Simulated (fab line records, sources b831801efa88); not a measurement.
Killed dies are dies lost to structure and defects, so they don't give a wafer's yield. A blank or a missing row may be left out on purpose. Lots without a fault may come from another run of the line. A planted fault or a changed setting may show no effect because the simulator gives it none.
Chamber matching | flow sky130 | SKY_FIELD_ISO_CMP_27 on cmp-01: 4 sister chambers
The step polishes, stops on Si3N4, t overpolish 16 s, target thk 457.8 nm. 8 wafers are shown with their chamber, then 12 later ones without.

WAFERS WITH THEIR CHAMBER
wafer  | chamber | motor_current_A (A) | time_to_endpoint_s (s)
L079.5 | 3       | 11.2                | 122
L085.6 | 1       | 10.4                | 104
L087.2 | 3       | 10.9                | 120
L087.3 | 2       | 14.1                | 120
L087.5 | 0       | 10.1                | 110
L088.1 | 2       | 13.2                | 111
L088.2 | 0       | 10.1                | 108
L088.4 | 1       | 10.6                | 105

WAFERS WITHOUT THEIR CHAMBER
wafer  | motor_current_A (A) | time_to_endpoint_s (s)
L093.1 | 11.5                | 108
L093.2 | 12.9                | 121
L093.6 | 10.9                | 109
L094.1 | 10.4                | 109
L094.3 | 14.8                | 113
L094.6 | 10.7                | 106
L095.1 | 9.8                 | 108
L095.3 | 11.0                | 109
L095.5 | 10.3                | 111
L096.3 | 10.1                | 117
L096.5 | 13.4                | 121
L096.6 | 11.3                | 124

WHICH CHAMBER EACH WENT THROUGH
wafer  | from the rows above          | in truth
L093.1 | can't be placed: 1 or 3 or 0 | 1
L093.2 | 2                            | 2
L093.6 | can't be placed: 1 or 0 or 3 | 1
L094.1 | can't be placed: 0 or 1      | 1
L094.3 | 2                            | 2
L094.6 | can't be placed: 1 or 0      | 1
L095.1 | can't be placed: 0 or 1      | 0
L095.3 | can't be placed: 1 or 0 or 3 | 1
L095.5 | can't be placed: 0 or 1      | 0
L096.3 | can't be placed: 0 or 3 or 1 | 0
L096.5 | 2                            | 2
L096.6 | 3                            | 3
Placed correctly: 4 of 12. Can't be placed from these rows: 8 (the true chamber is among the candidates in 8). Placed wrongly: 0.
How it was worked out, from the rows above alone: a wafer's distance from a chamber is the root of the sum, over the readings, of the square of ((its reading less the chamber's mean) divided by the reading's scatter). The wafer belongs to the nearest chamber; if the next one is less than 2 further off, it can't be placed. A chamber's mean is the mean of its shown wafers. The scatter: the root of (the sum of the squares of (reading less its chamber's mean) over the shown wafers, divided by (wafers less chambers)).
